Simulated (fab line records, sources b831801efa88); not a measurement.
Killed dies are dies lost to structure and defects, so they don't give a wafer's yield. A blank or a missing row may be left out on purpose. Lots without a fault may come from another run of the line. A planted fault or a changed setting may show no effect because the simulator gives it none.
Which tool did it? | flow sky130 | 12 lots, 36 wafers sampled, at 6 steps of a route of 708

WHAT THE GAUGES READ, wafer by wafer
SKY_PWDE_TW_MEAS_10. Usual: PWDE_TW 377.3, standard deviation 2.5.
lot  | measured    | on            | PWDE_TW           | flag
L530 | day 3 16:49 | film_metro-04 | 374.0 374.5 375.2 |
L532 | day 4 07:34 | film_metro-01 | 381.1 382.5 379.5 |
L533 | day 4 14:32 | film_metro-04 | 374.2 377.8 375.9 |
L534 | day 4 18:10 | film_metro-04 | 374.3 374.3 375.0 |
L537 | day 5 08:29 | film_metro-01 | 421.7 419.6 419.6 | OFF
L538 | day 5 16:34 | film_metro-04 | 421.6 420.7 420.2 | OFF
L541 | day 6 14:43 | film_metro-04 | 414.8 417.7 416.3 | OFF
L544 | day 7 06:04 | film_metro-04 | 375.8 373.9 374.5 |
L545 | day 7 10:16 | film_metro-04 | 374.0 376.2 374.2 |
L547 | day 7 18:56 | film_metro-02 | 379.3 378.3 380.9 |
L552 | day 9 03:50 | film_metro-04 | 376.0 378.4 375.0 |
L553 | day 9 08:49 | film_metro-04 | 378.0 376.3 375.8 |

SKY_NWELL_RS_MEAS_31: measures by four-point-probe. Usual: PWDE_RS 5277 ohm/sq, standard deviation 22.
lot  | measured     | on            | PWDE_RS (ohm/sq) | flag
L530 | day 5 03:46  | film_metro-04 | 5258 5265 5250   |
L532 | day 5 19:49  | film_metro-01 | 5277 5296 5274   |
L533 | day 6 03:08  | film_metro-04 | 5251 5241 5242   |
L534 | day 6 07:40  | film_metro-01 | 5305 5296 5283   |
L537 | day 6 22:51  | film_metro-01 | 4029 4019 4034   | OFF
L538 | day 7 07:58  | film_metro-02 | 3996 3998 3984   | OFF
L541 | day 8 07:10  | film_metro-02 | 3987 3995 4009   | OFF
L544 | day 8 23:56  | film_metro-01 | 5300 5275 5302   |
L545 | day 9 03:55  | film_metro-02 | 5301 5292 5302   |
L547 | day 9 13:44  | film_metro-01 | 5303 5282 5293   |
L552 | day 11 01:44 | film_metro-02 | 5267 5265 5269   |
L553 | day 11 06:53 | film_metro-01 | 5251 5267 5283   |

SKY_LOCAL_INTERCONNECT_CD_MEAS_11: target cd 170 nm. Usual: cd_nm 170.0 nm, standard deviation 1.8.
lot  | measured     | on        | cd_nm (nm)        | flag
L530 | day 30 02:34 | cd_sem-02 | 168.8 168.4 169.1 |
L532 | day 31 03:49 | cd_sem-01 | 173.3 171.4 174.0 |
L533 | day 31 08:39 | cd_sem-02 | 169.6 170.0 170.4 |
L534 | day 31 23:13 | cd_sem-01 | 168.8 170.3 168.9 |
L537 | day 32 15:55 | cd_sem-02 | 172.9 174.3 174.4 |
L538 | day 33 06:05 | cd_sem-02 | 170.0 170.7 171.2 |
L541 | day 34 07:40 | cd_sem-02 | 171.1 173.2 172.6 |
L544 | day 35 00:25 | cd_sem-01 | 168.6 171.1 169.1 |
L545 | day 35 08:16 | cd_sem-02 | 174.0 174.4 174.0 |
L547 | day 35 18:27 | cd_sem-01 | 169.6 171.2 169.8 |
L552 | day 37 08:02 | cd_sem-01 | 170.5 170.8 166.9 |
L553 | day 37 13:59 | cd_sem-01 | 166.9 167.7 167.7 |

WHICH TOOL RAN EACH LOT (tool, then ch and the chambers of the sampled wafers, then the start)
lot  | SKY_PWDE_IMPLANT_08            | SKY_POLY_CUT_ETCH_11               | SKY_LI_CONTACT_SPUTTER_20
L530 | implanter-03 ch 0, day 3 16:34 | rie_diel-01 ch 0,1,3, day 23 23:32 | pvd_sputter-04, day 28 21:20
L532 | implanter-03 ch 0, day 4 07:19 | rie_diel-04 ch 1,2,3, day 25 02:08 | pvd_sputter-01, day 29 23:22
L533 | implanter-03 ch 0, day 4 14:17 | rie_diel-03 ch 1,3, day 25 08:35   | pvd_sputter-03, day 30 04:05
L534 | implanter-01 ch 0, day 4 17:55 | rie_diel-04 ch 1,2,3, day 25 22:04 | pvd_sputter-03, day 30 18:07
L537 | implanter-03 ch 0, day 5 08:16 | rie_diel-03 ch 2,3, day 26 16:08   | pvd_sputter-03, day 31 12:03
L538 | implanter-03 ch 0, day 5 16:19 | rie_diel-04 ch 0,1,3, day 27 06:34 | pvd_sputter-04, day 32 01:57
L541 | implanter-03 ch 0, day 6 14:28 | rie_diel-04 ch 0,1,2, day 28 10:13 | pvd_sputter-01, day 33 04:07
L544 | implanter-02 ch 0, day 7 05:49 | rie_diel-04 ch 0,1,3, day 29 03:47 | pvd_sputter-03, day 33 20:20
L545 | implanter-02 ch 0, day 7 10:01 | rie_diel-04 ch 2,3, day 29 13:43   | pvd_sputter-03, day 34 05:46
L547 | implanter-02 ch 0, day 7 18:41 | rie_diel-03 ch 1,2,3, day 29 23:44 | pvd_sputter-03, day 34 15:34
L552 | implanter-01 ch 0, day 9 03:35 | rie_diel-03 ch 0,1,2, day 31 17:07 | pvd_sputter-03, day 36 05:34
L553 | implanter-01 ch 0, day 9 08:35 | rie_diel-04 ch 0,1, day 31 23:46   | pvd_sputter-03, day 36 11:17
- SKY_PWDE_IMPLANT_08
- SKY_POLY_CUT_ETCH_11: etches Si3N4 in CF4/CH2F2/Ar, stops on poly-Si, time 42.5 s, target depth 60 nm.
- SKY_LI_CONTACT_SPUTTER_20: material TiN, target thk 20 nm, time 80 s.

WHAT THE TOOLS THEMSELVES READ (means of the sampled wafers that have a number; where no wafer has one, the mark that the record gives instead)
SKY_PWDE_IMPLANT_08. Usual: beam_on_s 9.99 s, standard deviation 0.2; faraday_current_uA 20.3, standard deviation 0.4.
lot  | tool         | beam_on_s (s) | faraday_current_uA | flag
L530 | implanter-03 | 9.94          | 20.4               |
L532 | implanter-03 | 9.94          | 20.5               |
L533 | implanter-03 | 9.96          | 20.4               |
L534 | implanter-01 | 9.89          | 20.5               |
L537 | implanter-03 | 14.09         | 14.4               | OFF
L538 | implanter-03 | 14.27         | 14.2               | OFF
L541 | implanter-03 | 14.18         | 14.3               | OFF
L544 | implanter-02 | 10.04         | 20.2               |
L545 | implanter-02 | 9.89          | 20.5               |
L547 | implanter-02 | 9.91          | 20.5               |
L552 | implanter-01 | 9.85          | 20.6               |
L553 | implanter-01 | 10.06         | 20.2               |

SKY_POLY_CUT_ETCH_11. Usual: cf4_flow_sccm 40.00 sccm, standard deviation 0.11; drypump_motor_current_A 5.6 A, standard deviation 0.45; oes_product_au 0.829 a.u., standard deviation 0.0072; throttle_valve_pct 14.993 %, standard deviation 0.0094.
lot  | tool        | cf4_flow_sccm (sccm) | drypump_motor_current_A (A) | oes_product_au (a.u.) | throttle_valve_pct (%) | flag
L530 | rie_diel-01 | 39.91                | 5.4                         | 0.831                 | 14.993                 |
L532 | rie_diel-04 | 40.05                | 5.4                         | 0.832                 | 14.992                 |
L533 | rie_diel-03 | 40.00                | 5.5                         | 0.827                 | 14.994                 |
L534 | rie_diel-04 | 40.02                | 5.4                         | 0.831                 | 14.993                 |
L537 | rie_diel-03 | 40.07                | 6.0                         | 0.837                 | 14.996                 |
L538 | rie_diel-04 | 39.99                | 5.4                         | 0.837                 | 15.001                 |
L541 | rie_diel-04 | 39.95                | 5.4                         | 0.830                 | 14.997                 |
L544 | rie_diel-04 | 40.00                | 5.4                         | 0.820                 | 14.992                 |
L545 | rie_diel-04 | 40.08                | 5.2                         | 0.828                 | 14.988                 |
L547 | rie_diel-03 | 40.02                | 5.8                         | 0.831                 | 14.995                 |
L552 | rie_diel-03 | 39.93                | 5.9                         | 0.833                 | 14.990                 |
L553 | rie_diel-04 | 40.09                | 5.5                         | 0.833                 | 14.991                 |

SKY_LI_CONTACT_SPUTTER_20. Usual: throttle_valve_pct 30.0 %, standard deviation 0.94.
lot  | tool           | throttle_valve_pct (%) | flag
L530 | pvd_sputter-04 | 30.1                   |
L532 | pvd_sputter-01 | 30.5                   |
L533 | pvd_sputter-03 | 29.5                   |
L534 | pvd_sputter-03 | 29.7                   |
L537 | pvd_sputter-03 | 30.3                   |
L538 | pvd_sputter-04 | 29.9                   |
L541 | pvd_sputter-01 | 30.6                   |
L544 | pvd_sputter-03 | 30.1                   |
L545 | pvd_sputter-03 | 29.0                   |
L547 | pvd_sputter-03 | 29.1                   |
L552 | pvd_sputter-03 | 29.6                   |
L553 | pvd_sputter-03 | 29.4                   |

THE ANSWER, worked out from the rows above alone
Rule: a lot is off if the mean of its wafers that have a number lies more than 3 standard deviations from the usual mean. A lot without any number at a reading at which 4 lots or more have one is off too. The other lots that the step has rows for count as sound. The gauges are gone through in route order, then the tools' own readings, and for those a lot's mean is taken as printed above. The first step at which some lot is off is used, and at that step the reading that is off furthest; a lot without a number counts as furthest.
Off: L537, L538, L541, at SKY_PWDE_TW_MEAS_10 (PWDE_TW).
A tool fits if, at a process step before that reading, it ran every lot that is off, and no sound lot after the first of them. The gauges at SKY_PWDE_TW_MEAS_10 aren't tried: what is off there is off at SKY_PWDE_IMPLANT_08 too, on other tools, and a gauge's error can't cause that. One fits: implanter-03 at SKY_PWDE_IMPLANT_08. Its last sound lot is L533 (day 4 14:17), its first lot that is off L537 (day 5 08:16): a fault that began between those two fits.
The tool's own readings at SKY_PWDE_IMPLANT_08 bear it out: on the lots that are off they differ by more than 5 times the standard deviation of the sound lots' means. beam_on_s reads 14.18 s there against 9.94 s on the sound lots; faraday_current_uA reads 14.3 there against 20.4 on the sound lots.

WHAT THE SIMULATOR HAD PUT IN
Process parameter drift: implanter-03, from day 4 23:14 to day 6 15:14, at SKY_PWDE_IMPLANT_08. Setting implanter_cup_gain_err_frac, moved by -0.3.
Lots struck among those shown: L537, L538, L541. The rule above found the same.
